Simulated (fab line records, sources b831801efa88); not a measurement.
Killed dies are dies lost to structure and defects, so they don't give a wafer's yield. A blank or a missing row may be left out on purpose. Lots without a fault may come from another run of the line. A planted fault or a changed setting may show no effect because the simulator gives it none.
fab line records | flow sky130
record lots=11 wafers=33 last_day=50
route steps=708 shown LI_CONTACT@383 CONTACT@423 METAL1@439
lots that met no fault: from a run of the same line without faults
start_h: hours from the record's first day to the start of the lot's first wafer shown | wait_h: hours since the lot's step before | " the same as in the row above | L1.1+2: a row that stands for several wafers | - no value, or no start given | * or withheld: withheld | < > ~ a bound
route shown NAME@n: a module of which the file shows steps, and the number in the route of the first | usual: mean/standard deviation of fault-free wafers | same: alike in all rows | chamber/n: place in a boat | sites: the reading at each site | _std_site: their standard deviation | _edge_site: outer sites' mean less inner sites' | radius_mm: how far each site lies from the wafer's centre | mask NAME#n: copy n | behind: the tool/chamber that last shaped the wafer | hold: why the lot was held/for how many hours/how that ended | device: the transistor (n, p or np) that didn't switch | end of line: the same wafers' tests at the end of the route | a step without rows: its recipe alone | killed: dies lost to structure and defects at the first sort, not the wafer's yield | map: a wafer's dies, x killed, . not, _ none there
set.NAME: the setting as run; set.NAME@STEP: as run at that earlier step | model.NAME: the simulator's own value behind a step, which no gauge read
steps of the route over a sample of lots; a table a step, a row a wafer
services: from which hour (start_h, from the record's first day; less than 0 if before it) a tool's chamber was out of use, for how many hours, and why
## steps
# step SKY_LI_CONTACT_CVD_21
# recipe material=W target_thk_nm=400 time_s=120.56 temp_c=400 pressure_torr=40
# usual heater_power_w=930/130
# same time_s=120.56
# columns lot.wafer tool chamber start_h wait_h heater_power_w
L940.2 cvd_w-01 0 670.15 0.0 813
L940.3 " 0 " " 829
L940.5 " 1 " " 1134
L943.2 cvd_w-01 1 700.30 0.0 1137
L943.5 " 1 " " 1107
L943.6 " 0 " " 832
L942.1 cvd_w-01 0 700.87 0.0 855
L942.5 " 0 " " 843
L942.6 " 1 " " 1112
L944.2 cvd_w-02 0 711.27 0.0 971
L944.3 " 0 " " 949
L944.4 " 1 " " 786
L947.2 cvd_w-02 1 724.92 0.0 793
L947.3 " 0 " " 972
L947.4 " 1 " " 790
L950.1 cvd_w-01 0 759.31 0.0 862
L950.2 " 1 " " 1136
L950.5 " 0 " " 827
L953.2 cvd_w-02 1 819.02 0.0 803
L953.3 " 0 " " 971
L953.5 " 1 " " 797
L957.1 cvd_w-01 1 822.65 0.0 1136
L957.2 " 0 " " 865
L957.6 " 0 " " 835
L959.2 cvd_w-02 0 825.64 0.0 966
L959.3 " 0 " " 986
L959.4 " 1 " " 804
L962.1 cvd_w-02 1 866.67 0.0 797
L962.4 " 1 " " 808
L962.5 " 0 " " 996
L963.1 cvd_w-02 1 868.42 0.0 801
L963.2 " 0 " " 974
L963.5 " 0 " " 999
# step SKY_CONTACT_ETCH_17
# recipe target=SiO2 chemistry=C4F8/O2/Ar stop_on=Si3N4 mask_material=KrF-thick source_w=1500 bias_w=1200 pressure_mtorr=40 c4f8_flow_sccm=withheld O2_flow_sccm=6 Ar_flow_sccm=300 time_s=withheld target_depth_a=3400
# usual chamber_pressure_mTorr=40.01/0.039 oes_product_au=0.892/0.0046 rf_fwd_power_W=1486/5.5
# columns lot.wafer tool chamber start_h wait_h chamber_pressure_mTorr oes_product_au rf_fwd_power_W
L940.2 rie_diel-03 3 727.78 0.0 39.95 0.889 1481
L940.3 " 1 " " 39.98 0.893 1485
L940.5 " 0 " " 40.00 0.895 1485
L943.2 rie_diel-04 3 757.70 0.0 39.94 0.892 1493
L943.5 " 3 " " 40.02 0.888 1492
L943.6 " 2 " " 40.00 0.888 1486
L942.1 rie_diel-03 0 759.80 0.0 39.98 0.894 1485
L942.5 " 1 " " 40.02 0.889 1486
L942.6 " 0 " " 39.97 0.892 1484
L944.2 rie_diel-01 2 770.18 0.0 39.96 0.890 1497
L944.3 " 3 " " 40.00 0.897 1480
L944.4 " 0 " " 40.00 0.891 1484
L947.2 rie_diel-04 0 781.87 0.0 40.08 0.886 1485
L947.3 " 1 " " 39.96 0.902 1491
L947.4 " 3 " " 40.01 0.895 1490
L950.1 rie_diel-01 1 814.55 0.0 40.08 0.892 1487
L950.2 " 0 " " 40.07 0.891 1486
L950.5 " 1 " " 39.92 0.894 1486
L953.2 rie_diel-01 2 875.20 0.0 40.02 0.891 1735
L953.3 " 0 " " 40.06 0.894 1726
L953.5 " 2 " " 40.02 0.889 1727
L957.1 rie_diel-01 0 878.40 0.0 40.06 0.886 1722
L957.2 " 3 " " 39.98 0.897 1715
L957.6 " 0 " " 40.03 0.891 1722
L959.2 rie_diel-04 3 880.20 0.0 40.05 0.886 1489
L959.3 " 2 " " 40.03 0.892 1483
L959.4 " 1 " " 40.05 0.895 1483
L962.1 rie_diel-03 2 919.82 0.0 40.02 0.892 1496
L962.4 " 3 " " 39.97 0.890 1482
L962.5 " 2 " " 39.99 0.891 1494
L963.1 rie_diel-03 2 922.27 0.0 40.06 0.889 1485
L963.2 " 3 " " 40.05 0.891 1486
L963.5 " 0 " " 39.99 0.891 1487
# step SKY_CONTACT_ETCH_18
# recipe target=Si3N4 chemistry=CHF3/O2 stop_on=TiN source_w=600 bias_w=200 pressure_mtorr=40 chf3_flow_sccm=50 O2_flow_sccm=5 time_s=39 target_depth_a=750
# usual chamber_pressure_mTorr=40.00/0.033 drypump_motor_current_A=5.9/0.57 oes_product_au=0.855/0.007 rf_fwd_power_W=592.5/2.2 throttle_valve_pct=8.792/0.0091
# same time_s=39
# columns lot.wafer tool chamber start_h wait_h chamber_pressure_mTorr drypump_motor_current_A oes_product_au rf_fwd_power_W rf_hours_counter_h throttle_valve_pct
L940.2 rie_diel-03 3 - - 40.08 5.2 0.849 589.7 30 8.815
L940.3 " 1 " " 39.96 6.2 0.856 594.1 51 8.801
L940.5 " 0 " " 40.01 4.6 0.854 591.9 - 8.782
L943.2 rie_diel-04 3 - - 40.02 6.0 0.857 595.5 6 8.787
L943.5 " 3 " " 40.00 6.0 0.876 593.8 - 8.804
L943.6 " 2 " " 40.03 6.8 0.870 590.9 - 8.793
L942.1 rie_diel-03 0 - - 39.99 4.7 0.850 591.2 3 8.775
L942.5 " 1 " " 40.02 6.2 0.859 592.2 - 8.791
L942.6 " 0 " " 40.01 4.7 0.859 591.8 - 8.794
L944.2 rie_diel-01 2 - - 39.95 6.2 0.843 593.4 8 8.781
L944.3 " 3 " " 40.04 6.1 0.843 588.0 10 8.808
L944.4 " 0 " " 40.01 5.7 0.855 590.0 18 8.789
L947.2 rie_diel-04 0 - - 39.98 5.9 0.860 594.6 1 8.782
L947.3 " 1 " " 39.98 5.5 0.855 593.9 29 8.772
L947.4 " 3 " " 40.02 6.0 0.864 596.0 6 8.794
L950.1 rie_diel-01 1 - - 40.05 6.3 0.863 593.5 15 8.796
L950.2 " 0 " " 40.00 5.7 0.848 593.8 19 8.781
L950.5 " 1 " " 40.00 6.3 0.859 594.0 - 8.803
L953.2 rie_diel-01 2 - - 40.04 6.2 0.823 595.4 11 8.789
L953.3 " 0 " " 39.92 5.7 0.832 590.9 21 8.792
L953.5 " 2 " " 40.01 6.2 0.835 597.0 - 8.794
L957.1 rie_diel-01 0 - - 40.02 5.7 0.819 591.1 21 8.778
L957.2 " 3 " " 40.03 6.1 0.822 590.4 14 8.778
L957.6 " 0 " " 40.03 5.7 0.822 591.4 - 8.790
L959.2 rie_diel-04 3 - - 39.98 6.0 0.860 594.1 10 8.788
L959.3 " 2 " " 39.98 6.9 0.867 593.7 11 8.782
L959.4 " 1 " " 39.97 5.5 0.875 594.0 0 8.802
L962.1 rie_diel-03 2 - - 39.94 6.5 0.847 597.3 17 8.802
L962.4 " 3 " " 39.97 5.2 0.859 591.6 2 8.772
L962.5 " 2 " " 40.00 6.5 0.856 592.3 - 8.798
L963.1 rie_diel-03 2 - - 40.01 6.5 0.854 593.2 17 8.792
L963.2 " 3 " " 39.99 5.2 0.851 590.9 2 8.792
L963.5 " 0 " " 40.02 4.7 0.852 592.3 - 8.796
# step SKY_METAL1_RS_MEAS_05
# recipe thk_meas_gauge=four-point-probe reads=TiN_of_METAL1_SPUTTER_04+Ti_of_METAL1_SPUTTER_03+AlCu_of_METAL1_SPUTTER_02+TiN_of_METAL1_SPUTTER_01+Ti_of_METAL1_SPUTTER_00
# usual METAL1_ALCU_RS=0.1263/0.00097
# columns lot.wafer tool chamber start_h wait_h METAL1_ALCU_RS[ohm/sq]
L940.2 film_metro-01 - 729.29 0.0 0.1254
L940.3 " - " " 0.1255
L940.5 " - " " 0.1260
L943.2 film_metro-01 - 759.20 0.0 0.1262
L943.5 " - " " 0.1263
L943.6 " - " " 0.1264
L942.1 film_metro-01 - 761.31 0.0 0.1259
L942.5 " - " " 0.1259
L942.6 " - " " 0.1259
L944.2 film_metro-04 - 771.67 0.0 0.1264
L944.3 " - " " 0.1263
L944.4 " - " " 0.1268
L947.2 film_metro-01 - 783.37 0.0 0.1261
L947.3 " - " " 0.1250
L947.4 " - " " 0.1254
L950.1 film_metro-04 - 816.11 0.0 0.1267
L950.2 " - " " 0.1276
L950.5 " - " " 0.1267
L953.2 film_metro-03 - 876.74 0.0 0.1275
L953.3 " - " " 0.1273
L953.5 " - " " 0.1265
L957.1 film_metro-03 - 879.94 0.0 0.1271
L957.2 " - " " 0.1269
L957.6 " - " " 0.1280
L959.2 film_metro-03 - 881.74 0.0 0.1279
L959.3 " - " " 0.1264
L959.4 " - " " 0.1273
L962.1 film_metro-03 - 921.43 0.0 0.1262
L962.4 " - " " 0.1258
L962.5 " - " " 0.1261
L963.1 film_metro-03 - 923.75 0.0 0.1249
L963.2 " - " " 0.1244
L963.5 " - " " 0.1257
# step SKY_METAL1_METAL_ETCH_19
# recipe target_depth_a=3600 stop_on=SiO2 over_etch_frac=0.3 time_s=78 chemistry=Cl2/BCl3 resist_sidewall_deg=88 pressure_mtorr=10 icp_w=900 bias_w=48.5 Cl2_flow_sccm=60 bcl3_flow_sccm=30
# usual bcl3_flow_sccm=29.99/0.086 chamber_pressure_mTorr=10.000/0.0099 drypump_motor_current_A=5.8/0.32 oes_product_au=0.855/0.0054 rf_fwd_power_W=892/3.7 throttle_valve_pct=22.265/0.0089
# same time_s=78
# columns lot.wafer tool chamber start_h wait_h bcl3_flow_sccm chamber_pressure_mTorr drypump_motor_current_A oes_product_au rf_fwd_power_W rf_hours_counter_h throttle_valve_pct
L940.2 rie_metal-04 0 757.04 0.0 29.93 10.006 6.3 0.861 897 10 22.281
L940.3 " 0 " " 30.00 10.009 6.3 0.854 899 - 22.239
L940.5 " 1 " " 29.89 9.989 5.4 0.846 885 - 22.272
L943.2 rie_metal-03 1 786.59 0.0 30.01 10.003 5.4 0.861 895 4 22.267
L943.5 " 0 " " 29.96 9.984 6.0 0.853 894 - 22.255
L943.6 " 1 " " 30.00 9.998 5.4 0.856 895 - 22.266
L942.1 rie_metal-01 1 787.74 0.0 29.86 9.972 5.8 0.852 888 7 22.266
L942.5 " 0 " " 30.05 9.997 6.0 0.856 889 - 22.279
L942.6 " 1 " " 29.82 9.978 5.8 0.860 887 - 22.276
L944.2 rie_metal-04 0 798.05 0.0 30.01 9.990 6.3 0.858 900 12 22.260
L944.3 " 1 " " 30.03 10.004 5.4 0.855 891 - 22.256
L944.4 " 0 " " 29.85 10.012 6.3 0.862 897 - 22.286
L947.2 rie_metal-01 0 809.89 0.0 30.03 10.004 5.9 0.857 895 6 22.271
L947.3 " 1 " " 30.05 10.001 5.8 0.853 893 - 22.264
L947.4 " 0 " " 30.16 10.004 6.0 0.860 888 - 22.271
L950.1 rie_metal-03 0 843.43 0.0 29.88 9.988 6.0 0.853 892 14 22.250
L950.2 " 1 " " 29.88 10.003 5.4 0.855 897 6 22.250
L950.5 " 1 " " 30.03 9.993 5.4 0.857 900 - 22.252
L953.2 rie_metal-03 1 902.28 0.0 30.05 9.998 5.4 0.848 897 8 22.267
L953.3 " 1 " " 30.01 10.004 5.4 0.846 894 - 22.271
L953.5 " 0 " " 29.97 9.982 6.0 0.847 894 - 22.270
L957.1 rie_metal-04 0 905.55 0.0 30.09 9.985 6.3 0.851 898 17 22.257
L957.2 " 1 " " 30.06 9.984 5.4 0.855 893 3 22.264
L957.6 " 1 " " 29.95 9.984 5.4 0.851 891 - 22.289
L959.2 rie_metal-01 0 907.79 0.0 29.91 9.997 6.0 0.853 891 11 22.260
L959.3 " 1 " " 29.94 9.991 5.8 0.843 887 - 22.269
L959.4 " 0 " " 29.94 9.989 5.9 0.855 893 - 22.264
L962.1 rie_metal-04 0 945.69 0.0 29.89 10.002 6.3 0.852 894 0 22.261
L962.4 " 0 " " 29.85 10.005 6.3 0.856 896 - 22.267
L962.5 " 1 " " 30.06 9.996 5.4 0.866 889 - 22.276
L963.1 rie_metal-03 0 948.70 0.0 30.05 9.990 6.0 0.862 893 3 22.262
L963.2 " 1 " " 29.99 9.998 5.4 0.862 896 11 22.260
L963.5 " 1 " " 30.02 10.016 5.4 0.852 898 - 22.268
## services
# columns tool chamber start_h hours kind
rie_metal-04 1 677.62 33.8 repair
cvd_w-02 0 696.64 3.7 repair
cvd_w-01 - 701.92 8.7 repair
rie_diel-03 1 728.35 - clean
rie_diel-03 1 728.35 22.2 scheduled_down
rie_diel-03 - 730.20 2.8 pm
cvd_w-02 - 732.74 0.5 repair
rie_metal-03 1 742.31 1.0 repair
rie_diel-04 - 772.85 2.8 pm
rie_diel-01 1 775.08 2.4 repair
rie_diel-04 2 775.69 1.5 repair
rie_metal-03 - 788.47 15.6 pm
rie_diel-03 3 809.12 12.9 repair
rie_metal-01 1 817.35 4.6 repair
rie_diel-04 0 840.28 5.1 repair
cvd_w-01 - 841.43 0.7 repair
rie_metal-04 1 851.17 20.0 repair
rie_diel-01 3 881.20 2.9 repair
cvd_w-01 0 896.46 12.7 repair
rie_diel-03 2 900.53 1.7 repair
cvd_w-02 - 904.00 14.0 pm
rie_diel-04 0 906.36 2.4 repair
rie_metal-01 - 921.33 2.8 pm
rie_metal-01 0 934.17 15.7 repair
## key
first_sign step=SKY_CONTACT_ETCH_17 reading=rf_fwd_power_W direction=up sigmas=44 usual=1486 struck=1724
effect step=SKY_CONTACT_ETCH_18 reading=oes_product_au direction=down sigmas=4.2 usual=0.855 struck=0.826
met_at SKY_CONTACT_ETCH_17
struck_lots L953,L957
tester_left_out L953,L957
not_acting_at SKY_LI_CONTACT_CVD_21,SKY_METAL1_RS_MEAS_05,SKY_METAL1_METAL_ETCH_19
onset_between 814.55 875.20
fault kind=process_parameter_drift tool=rie_diel-01 chamber=- onset_h=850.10 steps=SKY_CONTACT_ETCH_17 channel=source_w offset=240 shape=step end_h=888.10 acts_in=these_recipes_only stated=1500
# tester_left_out: of these lots the tester's yield and bins aren't shown, on N5 and GAA mostly nor the transistor test; their killed dies are dies lost to structure and defects alone, not to doping, threshold or leakage, so they don't give the yield
